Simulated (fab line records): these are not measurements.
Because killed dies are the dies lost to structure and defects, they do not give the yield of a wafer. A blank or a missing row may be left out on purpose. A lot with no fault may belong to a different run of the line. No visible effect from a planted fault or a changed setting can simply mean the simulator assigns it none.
Which tool is to blame? :: flow gf180mcu :: Sampling: 14 lots, 42 wafers, 5 of 602 route steps

WHAT THE GAUGES READ, wafer by wafer
GF_MVPSD_TW_MEAS_11.
lot: L838
measured: day 5 00:27
on: filmMetro-04
MVPSD_TW: 555 557 555

lot: L839
measured: day 5 06:35
on: filmMetro-01
MVPSD_TW: 547 544 546

lot: L840
measured: day 5 16:57
on: filmMetro-04
MVPSD_TW: 559 555 557

lot: L841
measured: day 5 20:20
on: filmMetro-04
MVPSD_TW: 552 554 552

lot: L842
measured: day 6 03:13
on: filmMetro-04
MVPSD_TW: 555 557 553

lot: L843
measured: day 6 10:14
on: filmMetro-04
MVPSD_TW: 555 554 557

lot: L844
measured: day 6 16:32
on: filmMetro-04
MVPSD_TW: 558 557 553

lot: L851
measured: day 8 06:27
on: filmMetro-02
MVPSD_TW: 553 551 552

lot: L856
measured: day 9 15:58
on: filmMetro-01
MVPSD_TW: 317 317 316 317 317 318

lot: L857
measured: day 9 22:36
on: filmMetro-01
MVPSD_TW: 315 317 318 318 318 319

lot: L858
measured: day 10 03:16
on: filmMetro-02
MVPSD_TW: 555 558 556

lot: L859
measured: day 10 07:04
on: filmMetro-04
MVPSD_TW: 556 555 556

lot: L860
measured: day 10 15:34
on: filmMetro-04
MVPSD_TW: 555 560 556

lot: L861
measured: day 11 01:27
on: filmMetro-04
MVPSD_TW: 559 556 556

GF_NSD_CD_MEAS_07: target cd 400 nm.
lot: L838
measured: day 13 08:26
on: cdSem-02
cdNm (nm): 400.4 402.1 402.1

lot: L839
measured: day 13 17:19
on: cdSem-01
cdNm (nm): 398.8 399.6 399.2

lot: L840
measured: day 14 10:50
on: cdSem-02
cdNm (nm): 397.7 398.8 398.9

lot: L841
measured: day 14 13:13
on: cdSem-02
cdNm (nm): 399.8 399.7 397.9

lot: L842
measured: day 14 20:38
on: cdSem-02
cdNm (nm): 402.7 400.3 402.9

lot: L843
measured: day 15 06:10
on: cdSem-02
cdNm (nm): 401.0 402.3 402.9

lot: L844
measured: day 15 14:11
on: cdSem-02
cdNm (nm): 398.6 395.7 395.1

lot: L851
measured: day 17 22:43
on: cdSem-01
cdNm (nm): 399.6 400.8 401.1

lot: L858
measured: day 20 13:46
on: cdSem-02
cdNm (nm): 400.0 401.5 401.5

lot: L859
measured: day 20 18:20
on: cdSem-02
cdNm (nm): 397.9 399.6 399.0

lot: L860
measured: day 21 09:11
on: cdSem-01
cdNm (nm): 399.9 402.1 400.7

lot: L861
measured: day 21 19:14
on: cdSem-02
cdNm (nm): 396.6 397.2 396.9

EACH LOT AND THE TOOL THAT RAN IT (in order: tool; ch and the chambers of the sampled wafers; start)
lot: L838
GF_MVPSD_IMPLANT_08: implanter-04 ch 0, day 5 00:04
GF_VT_IMPLANT_STRIP_09: plasmaAsher-01 ch 1, day 5 15:45
GF_POLY_GATE_ETCH_13: rieSi-02 ch 0,1, day 9 04:46

lot: L839
GF_MVPSD_IMPLANT_08: implanter-04 ch 0, day 5 06:13
GF_VT_IMPLANT_STRIP_09: plasmaAsher-01 ch 0,1, day 5 21:08
GF_POLY_GATE_ETCH_13: rieSi-02 ch 0,3, day 9 11:34

lot: L840
GF_MVPSD_IMPLANT_08: implanter-04 ch 0, day 5 16:33
GF_VT_IMPLANT_STRIP_09: plasmaAsher-02 ch 0,1, day 6 07:30
GF_POLY_GATE_ETCH_13: rieSi-02 ch 2,3, day 10 02:13

lot: L841
GF_MVPSD_IMPLANT_08: implanter-04 ch 0, day 5 19:59
GF_VT_IMPLANT_STRIP_09: plasmaAsher-02 ch 0,1, day 6 11:30
GF_POLY_GATE_ETCH_13: rieSi-02 ch 0,2,3, day 10 05:14

lot: L842
GF_MVPSD_IMPLANT_08: implanter-04 ch 0, day 6 02:50
GF_VT_IMPLANT_STRIP_09: plasmaAsher-02 ch 0,1, day 6 18:24
GF_POLY_GATE_ETCH_13: rieSi-02 ch 0,1, day 10 11:19

lot: L843
GF_MVPSD_IMPLANT_08: implanter-01 ch 0, day 6 09:50
GF_VT_IMPLANT_STRIP_09: plasmaAsher-02 ch 1, day 7 01:21
GF_POLY_GATE_ETCH_13: rieSi-02 ch 1,2,3, day 10 20:25

lot: L844
GF_MVPSD_IMPLANT_08: implanter-04 ch 0, day 6 16:09
GF_VT_IMPLANT_STRIP_09: plasmaAsher-02 ch 0,1, day 7 07:54
GF_POLY_GATE_ETCH_13: rieSi-01 ch 1,3, day 11 04:28

lot: L851
GF_MVPSD_IMPLANT_08: implanter-01 ch 0, day 8 06:03
GF_VT_IMPLANT_STRIP_09: plasmaAsher-02 ch 0,1, day 8 22:43
GF_POLY_GATE_ETCH_13: rieSi-02 ch 1,3, day 13 02:31

lot: L856
GF_MVPSD_IMPLANT_08: implanter-01, day 9 15:35
GF_VT_IMPLANT_STRIP_09: -
GF_POLY_GATE_ETCH_13: -

lot: L857
GF_MVPSD_IMPLANT_08: implanter-01, day 9 22:12
GF_VT_IMPLANT_STRIP_09: -
GF_POLY_GATE_ETCH_13: -

lot: L858
GF_MVPSD_IMPLANT_08: implanter-01 ch 0, day 10 02:52
GF_VT_IMPLANT_STRIP_09: plasmaAsher-03 ch 0,1, day 10 21:16
GF_POLY_GATE_ETCH_13: rieSi-02 ch 1,2, day 15 08:04

lot: L859
GF_MVPSD_IMPLANT_08: implanter-01 ch 0, day 10 06:41
GF_VT_IMPLANT_STRIP_09: plasmaAsher-02 ch 0, day 11 01:19
GF_POLY_GATE_ETCH_13: rieSi-02 ch 1,2, day 15 13:10

lot: L860
GF_MVPSD_IMPLANT_08: implanter-04 ch 0, day 10 15:11
GF_VT_IMPLANT_STRIP_09: plasmaAsher-01 ch 0,1, day 11 10:22
GF_POLY_GATE_ETCH_13: rieSi-02 ch 0,1, day 16 03:22

lot: L861
GF_MVPSD_IMPLANT_08: implanter-04 ch 0, day 11 01:04
GF_VT_IMPLANT_STRIP_09: plasmaAsher-02 ch 0,1, day 11 19:46
GF_POLY_GATE_ETCH_13: rieSi-01 ch 1,3, day 16 13:07
- GF_MVPSD_IMPLANT_08
- GF_VT_IMPLANT_STRIP_09: strips in O2/N2.
- GF_POLY_GATE_ETCH_13: etches poly-Si in HBr/Cl2, stops on SiO2, target depth 198.5 nm, time 69.6 s.

WHAT THE TOOLS THEMSELVES READ (means of the sampled wafers that have a number; where no wafer has one, the mark that the record gives instead)
GF_MVPSD_IMPLANT_08.
lot: L838
tool: implanter-04
beamEnergyKeV: 170.05
beamOnS (s): 9.93

lot: L839
tool: implanter-04
beamEnergyKeV: 170.02
beamOnS (s): 10.06

lot: L840
tool: implanter-04
beamEnergyKeV: 170.02
beamOnS (s): 9.72

lot: L841
tool: implanter-04
beamEnergyKeV: 170.03
beamOnS (s): 10.10

lot: L842
tool: implanter-04
beamEnergyKeV: 169.96
beamOnS (s): 9.96

lot: L843
tool: implanter-01
beamEnergyKeV: 170.04
beamOnS (s): 9.95

lot: L844
tool: implanter-04
beamEnergyKeV: 169.97
beamOnS (s): 9.83

lot: L851
tool: implanter-01
beamEnergyKeV: 170.00
beamOnS (s): 10.10

lot: L856
tool: implanter-01
beamEnergyKeV: -
beamOnS (s): -

lot: L857
tool: implanter-01
beamEnergyKeV: -
beamOnS (s): -

lot: L858
tool: implanter-01
beamEnergyKeV: 170.07
beamOnS (s): 9.96

lot: L859
tool: implanter-01
beamEnergyKeV: 169.97
beamOnS (s): 10.06

lot: L860
tool: implanter-04
beamEnergyKeV: 169.97
beamOnS (s): 10.14

lot: L861
tool: implanter-04
beamEnergyKeV: 170.06
beamOnS (s): 10.10

GF_VT_IMPLANT_STRIP_09.
lot: L838
tool: plasmaAsher-01
drypumpMotorCurrentA (A): 5.3
heaterPowerW (W): 336
o2FlowSccm (sccm): 2995
oesProductAu (a.u.): 0.719
platenTempC (C): 249.91
stripTimeToEndpointS (s): 12.59

lot: L839
tool: plasmaAsher-01
drypumpMotorCurrentA (A): 5.4
heaterPowerW (W): 341
o2FlowSccm (sccm): 2998
oesProductAu (a.u.): 0.716
platenTempC (C): 249.91
stripTimeToEndpointS (s): 12.61

lot: L840
tool: plasmaAsher-02
drypumpMotorCurrentA (A): 5.3
heaterPowerW (W): 294
o2FlowSccm (sccm): 2993
oesProductAu (a.u.): 0.719
platenTempC (C): 249.90
stripTimeToEndpointS (s): 12.61

lot: L841
tool: plasmaAsher-02
drypumpMotorCurrentA (A): 5.3
heaterPowerW (W): 300
o2FlowSccm (sccm): 3007
oesProductAu (a.u.): 0.711
platenTempC (C): 249.95
stripTimeToEndpointS (s): 12.65

lot: L842
tool: plasmaAsher-02
drypumpMotorCurrentA (A): 5.3
heaterPowerW (W): 309
o2FlowSccm (sccm): 2994
oesProductAu (a.u.): 0.715
platenTempC (C): 249.96
stripTimeToEndpointS (s): 12.59

lot: L843
tool: plasmaAsher-02
drypumpMotorCurrentA (A): 5.2
heaterPowerW (W): 286
o2FlowSccm (sccm): 3015
oesProductAu (a.u.): 0.718
platenTempC (C): 249.88
stripTimeToEndpointS (s): 12.57

lot: L844
tool: plasmaAsher-02
drypumpMotorCurrentA (A): 5.3
heaterPowerW (W): 311
o2FlowSccm (sccm): 2999
oesProductAu (a.u.): 0.721
platenTempC (C): 249.79
stripTimeToEndpointS (s): 12.60

lot: L851
tool: plasmaAsher-02
drypumpMotorCurrentA (A): 5.3
heaterPowerW (W): 299
o2FlowSccm (sccm): 3014
oesProductAu (a.u.): 0.718
platenTempC (C): 250.08
stripTimeToEndpointS (s): 12.61

lot: L858
tool: plasmaAsher-03
drypumpMotorCurrentA (A): 6.1
heaterPowerW (W): 316
o2FlowSccm (sccm): 2995
oesProductAu (a.u.): 0.717
platenTempC (C): 249.85
stripTimeToEndpointS (s): 12.63

lot: L859
tool: plasmaAsher-02
drypumpMotorCurrentA (A): 5.4
heaterPowerW (W): 315
o2FlowSccm (sccm): 2997
oesProductAu (a.u.): 0.714
platenTempC (C): 250.10
stripTimeToEndpointS (s): 12.61

lot: L860
tool: plasmaAsher-01
drypumpMotorCurrentA (A): 5.5
heaterPowerW (W): 343
o2FlowSccm (sccm): 2999
oesProductAu (a.u.): 0.715
platenTempC (C): 249.91
stripTimeToEndpointS (s): 12.65

lot: L861
tool: plasmaAsher-02
drypumpMotorCurrentA (A): 5.3
heaterPowerW (W): 304
o2FlowSccm (sccm): 3003
oesProductAu (a.u.): 0.720
platenTempC (C): 250.02
stripTimeToEndpointS (s): 12.60

GF_POLY_GATE_ETCH_13.
lot: L838
tool: rieSi-02
drypumpMotorCurrentA (A): 6.2
oesProductAu (a.u.): 0.990
rfFwdPowerW (W): 395.6
throttleValvePct (%): 33.685

lot: L839
tool: rieSi-02
drypumpMotorCurrentA (A): 6.1
oesProductAu (a.u.): 0.994
rfFwdPowerW (W): 394.1
throttleValvePct (%): 33.686

lot: L840
tool: rieSi-02
drypumpMotorCurrentA (A): 5.4
oesProductAu (a.u.): 0.990
rfFwdPowerW (W): 396.4
throttleValvePct (%): 33.692

lot: L841
tool: rieSi-02
drypumpMotorCurrentA (A): 5.6
oesProductAu (a.u.): 0.988
rfFwdPowerW (W): 396.5
throttleValvePct (%): 33.688

lot: L842
tool: rieSi-02
drypumpMotorCurrentA (A): 6.2
oesProductAu (a.u.): 1.006
rfFwdPowerW (W): 398.6
throttleValvePct (%): 33.688

lot: L843
tool: rieSi-02
drypumpMotorCurrentA (A): 5.6
oesProductAu (a.u.): 0.987
rfFwdPowerW (W): 396.2
throttleValvePct (%): 33.684

lot: L844
tool: rieSi-01
drypumpMotorCurrentA (A): 5.8
oesProductAu (a.u.): 0.984
rfFwdPowerW (W): 398.0
throttleValvePct (%): 33.682

lot: L851
tool: rieSi-02
drypumpMotorCurrentA (A): 6.0
oesProductAu (a.u.): 0.997
rfFwdPowerW (W): 396.3
throttleValvePct (%): 33.682

lot: L858
tool: rieSi-02
drypumpMotorCurrentA (A): 5.7
oesProductAu (a.u.): 0.987
rfFwdPowerW (W): 397.5
throttleValvePct (%): 33.688

lot: L859
tool: rieSi-02
drypumpMotorCurrentA (A): 5.7
oesProductAu (a.u.): 0.995
rfFwdPowerW (W): 395.9
throttleValvePct (%): 33.686

lot: L860
tool: rieSi-02
drypumpMotorCurrentA (A): 6.2
oesProductAu (a.u.): 0.982
rfFwdPowerW (W): 395.8
throttleValvePct (%): 33.684

lot: L861
tool: rieSi-01
drypumpMotorCurrentA (A): 5.8
oesProductAu (a.u.): 0.988
rfFwdPowerW (W): 397.8
throttleValvePct (%): 33.683

THE ANSWER, worked out from the rows above alone
Rule: usual is defined by the lots themselves. Put in order of their means at a reading, lots are off if they are a third of the lots or fewer, leave a main group of 4 or more, and stand apart from it by a gap of 3 or more times the standard deviation of the main group's means; of several such gaps the widest counts. Not used: any main group whose means are identical at the precision the tables above print for the reading. Also off: a lot with no number at a reading for which 4 or more lots have one. Any other lot the step has rows for is counted as sound. First the gauges in route order, then the tools' own readings, where a lot's mean is used as printed above. The first step at which some lot is off is used, and at that step the reading that is off furthest; a lot without a number counts as furthest.
Off: L856, L857, at GF_MVPSD_TW_MEAS_11 (MVPSD_TW). The main group has a mean of 555 with a standard deviation of 3.1.
A tool fits if, at a process step before that reading, it ran every lot that is off, and no sound lot after the first of them. Not tried: the gauges at GF_MVPSD_TW_MEAS_11; whatever is off there is also off at GF_MVPSD_IMPLANT_08, on other tools, and gauge error can't account for it. Of those tried, none fits.

WHAT WAS PUT IN BY THE SIMULATOR
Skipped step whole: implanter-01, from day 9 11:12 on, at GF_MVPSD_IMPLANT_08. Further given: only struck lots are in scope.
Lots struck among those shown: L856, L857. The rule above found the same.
